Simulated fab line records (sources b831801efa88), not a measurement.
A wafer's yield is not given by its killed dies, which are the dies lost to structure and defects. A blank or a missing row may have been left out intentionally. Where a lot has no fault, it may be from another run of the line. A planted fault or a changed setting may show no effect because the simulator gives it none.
Which tool was responsible? | flow gf180mcu | 24 lots with 72 wafers sampled at 6 steps, on a route of 602 steps

WHAT EACH GAUGE READ, for each wafer
GF_V1_THK_MEAS_01. Usual: for V1_CVD_00_THK the level is 601 nm and the standard deviation is 6.8.
lot  | measured     | on           | V1_CVD_00_THK (nm) | flag
L074 | day 17 04:08 | filmMetro-04 | 599 601 593        | 
L075 | day 17 16:19 | filmMetro-04 | 601 609 600        | 
L076 | day 18 01:29 | filmMetro-03 | 598 607 612        | 
L077 | day 18 05:43 | filmMetro-03 | 597 592 601        | 
L078 | day 18 12:56 | filmMetro-03 | 611 605 589        | 
L079 | day 18 22:32 | filmMetro-01 | 592 596 597        | 
L080 | day 19 09:58 | filmMetro-01 | 609 604 611        | 
L081 | day 19 14:17 | filmMetro-03 | 600 600 600        | 
L082 | day 20 04:13 | filmMetro-04 | 606 604 608        | 
L083 | day 20 11:52 | filmMetro-04 | 597 604 590        | 
L084 | day 20 23:04 | filmMetro-04 | 595 612 594        | 
L085 | day 21 06:32 | filmMetro-04 | 599 608 599        | 
L086 | day 21 21:38 | filmMetro-03 | 604 604 602        | 
L087 | day 22 01:26 | filmMetro-04 | 600 592 604        | 
L088 | day 22 08:34 | filmMetro-04 | 599 591 600        | 
L089 | day 22 18:17 | filmMetro-01 | 596 596 593        | 
L090 | day 23 01:08 | filmMetro-04 | 611 590 598        | 
L091 | day 23 09:16 | filmMetro-01 | 599 610 604        | 
L092 | day 23 16:35 | filmMetro-01 | 604 612 607        | 
L093 | day 24 02:43 | filmMetro-03 | 601 596 598        | 
L094 | day 24 10:28 | filmMetro-03 | 591 604 595        | 
L095 | day 24 18:53 | filmMetro-01 | 607 598 612        | 
L096 | day 24 21:42 | filmMetro-03 | 610 613 611        | 
L097 | day 25 06:10 | filmMetro-01 | 599 601 585        | 

GF_V3_THK_MEAS_03. Usual: for V3_CVD_02_THK the level is 846 nm and the standard deviation is 14.
lot  | measured     | on           | V3_CVD_02_THK (nm) | flag
L074 | day 21 09:25 | filmMetro-04 | 860 876 850        | 
L075 | day 21 22:07 | filmMetro-03 | 842 860 854        | 
L076 | day 22 08:17 | filmMetro-03 | 847 845 863        | 
L077 | day 22 13:37 | filmMetro-01 | 823 830 840        | 
L078 | day 22 19:58 | filmMetro-01 | 843 853 858        | 
L079 | day 23 04:47 | filmMetro-03 | 835 830 833        | 
L080 | day 23 15:45 | filmMetro-03 | 839 851 850        | 
L081 | day 23 18:53 | filmMetro-01 | 817 836 842        | 
L082 | day 24 08:24 | filmMetro-03 | 848 848 828        | 
L083 | day 24 14:58 | filmMetro-03 | 855 826 842        | 
L084 | day 25 00:55 | filmMetro-03 | 829 839 845        | 
L085 | day 25 06:37 | filmMetro-01 | 837 876 852        | 
L086 | day 25 21:46 | filmMetro-03 | 859 886 849        | 
L087 | day 26 01:18 | filmMetro-01 | 840 845 849        | 
L088 | day 26 07:51 | filmMetro-04 | 851 834 852        | 
L089 | day 26 15:21 | filmMetro-04 | 862 839 841        | 
L090 | day 26 21:26 | filmMetro-04 | 836 828 843        | 
L091 | day 27 06:39 | filmMetro-01 | 853 881 860        | 
L092 | day 27 12:20 | filmMetro-04 | 841 846 848        | 
L093 | day 27 21:38 | filmMetro-01 | 820 836 841        | 
L094 | day 28 05:05 | filmMetro-01 | 867 871 871        | 
L095 | day 28 11:49 | filmMetro-01 | 847 865 875        | 
L096 | day 28 12:48 | filmMetro-03 | 832 837 851        | 
L097 | day 28 21:32 | filmMetro-04 | 831 830 847        | 

WHICH TOOL RAN EACH LOT (tool, then ch and the chambers of the sampled wafers, then the start)
lot  | GF_CONTACT_STRIP_18                 | GF_M1_SPUTTER_03            | GF_M2_SPUTTER_02            | GF_M3_SPUTTER_01
L074 | plasmaAsher-02 ch 0,1, day 16 04:20 | pvdSputter-04, day 16 05:26 | pvdSputter-03, day 18 04:55 | pvdSputter-04, day 20 07:23
L075 | plasmaAsher-04 ch 0,1, day 16 15:23 | pvdSputter-03, day 16 16:47 | pvdSputter-03, day 18 17:14 | pvdSputter-04, day 20 20:58
L076 | plasmaAsher-03 ch 0,1, day 17 00:57 | pvdSputter-03, day 17 02:05 | pvdSputter-03, day 19 03:49 | pvdSputter-03, day 21 07:42
L077 | plasmaAsher-03 ch 0,1, day 17 04:58 | pvdSputter-04, day 17 06:06 | pvdSputter-02, day 19 08:31 | pvdSputter-04, day 21 13:08
L078 | plasmaAsher-02 ch 0,1, day 17 12:01 | pvdSputter-03, day 17 13:10 | pvdSputter-03, day 19 15:11 | pvdSputter-04, day 21 19:14
L079 | plasmaAsher-02 ch 0,1, day 17 21:12 | pvdSputter-01, day 17 22:20 | pvdSputter-02, day 20 01:28 | pvdSputter-01, day 22 04:32
L080 | plasmaAsher-04 ch 0,1, day 18 07:19 | pvdSputter-04, day 18 08:28 | pvdSputter-02, day 20 12:45 | pvdSputter-01, day 22 15:23
L081 | plasmaAsher-04 ch 0,1, day 18 11:33 | pvdSputter-03, day 18 12:41 | pvdSputter-02, day 20 16:32 | pvdSputter-04, day 22 19:07
L082 | plasmaAsher-03 ch 0,1, day 19 01:53 | pvdSputter-04, day 19 03:00 | pvdSputter-03, day 21 06:56 | pvdSputter-03, day 23 08:38
L083 | plasmaAsher-04 ch 0,1, day 19 09:16 | pvdSputter-01, day 19 10:24 | pvdSputter-01, day 21 14:01 | pvdSputter-01, day 23 15:34
L084 | plasmaAsher-04 ch 0, day 19 20:27   | pvdSputter-04, day 19 21:35 | pvdSputter-02, day 22 01:31 | pvdSputter-04, day 24 01:52
L085 | plasmaAsher-03 ch 0,1, day 20 04:07 | pvdSputter-04, day 20 05:15 | pvdSputter-01, day 22 07:57 | pvdSputter-03, day 24 07:50
L086 | plasmaAsher-04 ch 0,1, day 20 18:44 | pvdSputter-04, day 20 19:52 | pvdSputter-03, day 22 23:09 | pvdSputter-01, day 24 23:22
L087 | plasmaAsher-03 ch 0,1, day 21 00:00 | pvdSputter-03, day 21 01:18 | pvdSputter-03, day 23 02:28 | pvdSputter-03, day 25 02:47
L088 | plasmaAsher-04 ch 0,1, day 21 07:01 | pvdSputter-01, day 21 08:09 | pvdSputter-01, day 23 09:41 | pvdSputter-04, day 25 09:36
L089 | plasmaAsher-02 ch 0,1, day 21 16:46 | pvdSputter-03, day 21 17:55 | pvdSputter-02, day 23 18:56 | pvdSputter-03, day 25 17:40
L090 | plasmaAsher-04 ch 0,1, day 21 23:51 | pvdSputter-03, day 22 01:00 | pvdSputter-03, day 24 01:26 | pvdSputter-03, day 25 23:23
L091 | plasmaAsher-02 ch 0,1, day 22 08:05 | pvdSputter-01, day 22 09:11 | pvdSputter-02, day 24 10:14 | pvdSputter-03, day 26 08:52
L092 | plasmaAsher-04 ch 0,1, day 22 15:19 | pvdSputter-03, day 22 16:28 | pvdSputter-03, day 24 17:19 | pvdSputter-04, day 26 14:46
L093 | plasmaAsher-03 ch 0,1, day 23 01:29 | pvdSputter-01, day 23 02:47 | pvdSputter-01, day 25 03:10 | pvdSputter-03, day 26 23:56
L094 | plasmaAsher-03 ch 0,1, day 23 10:03 | pvdSputter-04, day 23 11:10 | pvdSputter-03, day 25 10:40 | pvdSputter-03, day 27 07:40
L095 | plasmaAsher-04 ch 0,1, day 23 19:00 | pvdSputter-04, day 23 20:14 | pvdSputter-02, day 25 18:20 | pvdSputter-04, day 27 14:42
L096 | plasmaAsher-04 ch 0,1, day 23 21:23 | pvdSputter-01, day 23 22:32 | pvdSputter-01, day 25 20:55 | pvdSputter-01, day 27 16:37
L097 | plasmaAsher-04 ch 0,1, day 24 06:28 | pvdSputter-01, day 24 07:37 | pvdSputter-03, day 26 04:56 | pvdSputter-01, day 28 00:44
- GF_CONTACT_STRIP_18: strips in O2/N2.
- GF_M1_SPUTTER_03: material Ti, target thk 10 nm, time 6.7 s.
- GF_M2_SPUTTER_02: material AlCu, target thk 450 nm, time 23.9 s.
- GF_M3_SPUTTER_01: material TiN, target thk 30 nm, time 25 s.

WHAT THE TOOLS THEMSELVES READ (means of the sampled wafers that have a number; where no wafer has one, the mark that the record gives instead)
GF_CONTACT_STRIP_18. Usual: drypumpMotorCurrentA 5.4 A, standard deviation 0.37; heaterPowerW 353 W, standard deviation 37; oesProductAu 0.580 a.u., standard deviation 0.0056.
lot  | tool           | drypumpMotorCurrentA (A) | heaterPowerW (W) | oesProductAu (a.u.) | flag
L074 | plasmaAsher-02 | 5.4                      | 381              | 0.586               | 
L075 | plasmaAsher-04 | 5.6                      | 335              | 0.580               | 
L076 | plasmaAsher-03 | 5.4                      | 349              | 0.585               | 
L077 | plasmaAsher-03 | 5.0                      | 393              | 0.583               | 
L078 | plasmaAsher-02 | 5.3                      | 374              | 0.577               | 
L079 | plasmaAsher-02 | 5.4                      | 374              | 0.581               | 
L080 | plasmaAsher-04 | 5.5                      | 326              | 0.580               | 
L081 | plasmaAsher-04 | 5.7                      | 334              | 0.579               | 
L082 | plasmaAsher-03 | 5.4                      | 349              | 0.583               | 
L083 | plasmaAsher-04 | 5.6                      | 339              | 0.581               | 
L084 | plasmaAsher-04 | 5.3                      | 316              | 0.579               | 
L085 | plasmaAsher-03 | 5.4                      | 352              | 0.580               | 
L086 | plasmaAsher-04 | 5.5                      | 333              | 0.583               | 
L087 | plasmaAsher-03 | 5.0                      | 387              | 0.583               | 
L088 | plasmaAsher-04 | 5.7                      | 339              | 0.584               | 
L089 | plasmaAsher-02 | 5.5                      | 369              | 0.578               | 
L090 | plasmaAsher-04 | 5.5                      | 327              | 0.578               | 
L091 | plasmaAsher-02 | 5.4                      | 377              | 0.576               | 
L092 | plasmaAsher-04 | 5.5                      | 329              | 0.584               | 
L093 | plasmaAsher-03 | 5.0                      | 396              | 0.579               | 
L094 | plasmaAsher-03 | 5.4                      | 362              | 0.582               | 
L095 | plasmaAsher-04 | 5.5                      | 335              | 0.576               | 
L096 | plasmaAsher-04 | 5.5                      | 330              | 0.578               | 
L097 | plasmaAsher-04 | 5.7                      | 341              | 0.583               | 

GF_M1_SPUTTER_03. Usual: throttleValvePct at 29.8 %, with a standard deviation of 0.52.
lot  | tool          | throttleValvePct (%) | flag
L074 | pvdSputter-04 | 29.7                 | 
L075 | pvdSputter-03 | 29.5                 | 
L076 | pvdSputter-03 | 30.0                 | 
L077 | pvdSputter-04 | 29.8                 | 
L078 | pvdSputter-03 | 29.6                 | 
L079 | pvdSputter-01 | 30.6                 | 
L080 | pvdSputter-04 | 30.1                 | 
L081 | pvdSputter-03 | 29.5                 | 
L082 | pvdSputter-04 | 30.0                 | 
L083 | pvdSputter-01 | 29.8                 | 
L084 | pvdSputter-04 | 30.2                 | 
L085 | pvdSputter-04 | 30.2                 | 
L086 | pvdSputter-04 | 30.0                 | 
L087 | pvdSputter-03 | 29.8                 | 
L088 | pvdSputter-01 | 30.0                 | 
L089 | pvdSputter-03 | 29.6                 | 
L090 | pvdSputter-03 | 29.5                 | 
L091 | pvdSputter-01 | 30.1                 | 
L092 | pvdSputter-03 | 29.9                 | 
L093 | pvdSputter-01 | 30.1                 | 
L094 | pvdSputter-04 | 30.2                 | 
L095 | pvdSputter-04 | 29.6                 | 
L096 | pvdSputter-01 | 30.5                 | 
L097 | pvdSputter-01 | 30.0                 | 

GF_M2_SPUTTER_02. Usual: throttleValvePct at 30.0 %, with a standard deviation of 0.9.
lot  | tool          | throttleValvePct (%) | flag
L074 | pvdSputter-03 | 29.8                 | 
L075 | pvdSputter-03 | 29.8                 | 
L076 | pvdSputter-03 | 29.8                 | 
L077 | pvdSputter-02 | 30.5                 | 
L078 | pvdSputter-03 | 29.5                 | 
L079 | pvdSputter-02 | 30.9                 | 
L080 | pvdSputter-02 | 30.7                 | 
L081 | pvdSputter-02 | 30.3                 | 
L082 | pvdSputter-03 | 30.0                 | 
L083 | pvdSputter-01 | 30.1                 | 
L084 | pvdSputter-02 | 31.7                 | 
L085 | pvdSputter-01 | 29.6                 | 
L086 | pvdSputter-03 | 29.5                 | 
L087 | pvdSputter-03 | 29.7                 | 
L088 | pvdSputter-01 | 29.9                 | 
L089 | pvdSputter-02 | 29.7                 | 
L090 | pvdSputter-03 | 29.9                 | 
L091 | pvdSputter-02 | 29.6                 | 
L092 | pvdSputter-03 | 29.9                 | 
L093 | pvdSputter-01 | 30.2                 | 
L094 | pvdSputter-03 | 29.5                 | 
L095 | pvdSputter-02 | 30.1                 | 
L096 | pvdSputter-01 | 30.5                 | 
L097 | pvdSputter-03 | 29.8                 | 

GF_M3_SPUTTER_01. Usual: throttleValvePct at 29.8 %, with a standard deviation of 0.51.
lot  | tool          | throttleValvePct (%) | flag
L074 | pvdSputter-04 | 30.0                 | 
L075 | pvdSputter-04 | 29.8                 | 
L076 | pvdSputter-03 | 29.6                 | 
L077 | pvdSputter-04 | 30.3                 | 
L078 | pvdSputter-04 | 29.9                 | 
L079 | pvdSputter-01 | 29.6                 | 
L080 | pvdSputter-01 | 30.1                 | 
L081 | pvdSputter-04 | 30.0                 | 
L082 | pvdSputter-03 | 29.8                 | 
L083 | pvdSputter-01 | 30.5                 | 
L084 | pvdSputter-04 | 29.8                 | 
L085 | pvdSputter-03 | 29.5                 | 
L086 | pvdSputter-01 | 30.1                 | 
L087 | pvdSputter-03 | 29.6                 | 
L088 | pvdSputter-04 | 29.9                 | 
L089 | pvdSputter-03 | 29.8                 | 
L090 | pvdSputter-03 | 30.0                 | 
L091 | pvdSputter-03 | 29.5                 | 
L092 | pvdSputter-04 | 29.9                 | 
L093 | pvdSputter-03 | 29.9                 | 
L094 | pvdSputter-03 | 29.4                 | 
L095 | pvdSputter-04 | 29.7                 | 
L096 | pvdSputter-01 | 30.7                 | 
L097 | pvdSputter-01 | 30.0                 | 

THE ANSWER, worked out from the rows above alone
Rule: lot off if the mean of its wafers having a number is beyond 3 standard deviations from the usual mean. Also off: a lot with no number at a reading for which 4 or more lots have one. The other lots that the step has rows for count as sound. The gauges are gone through in route order, then the tools' own readings, and for those a lot's mean is taken as printed above. At the first step where some lot is off, the reading lying furthest off is the one used; lots without a number count as furthest.
No lot is off at any reading shown: from this, nothing can be told.

WHAT HAD BEEN PUT IN BY THE SIMULATOR
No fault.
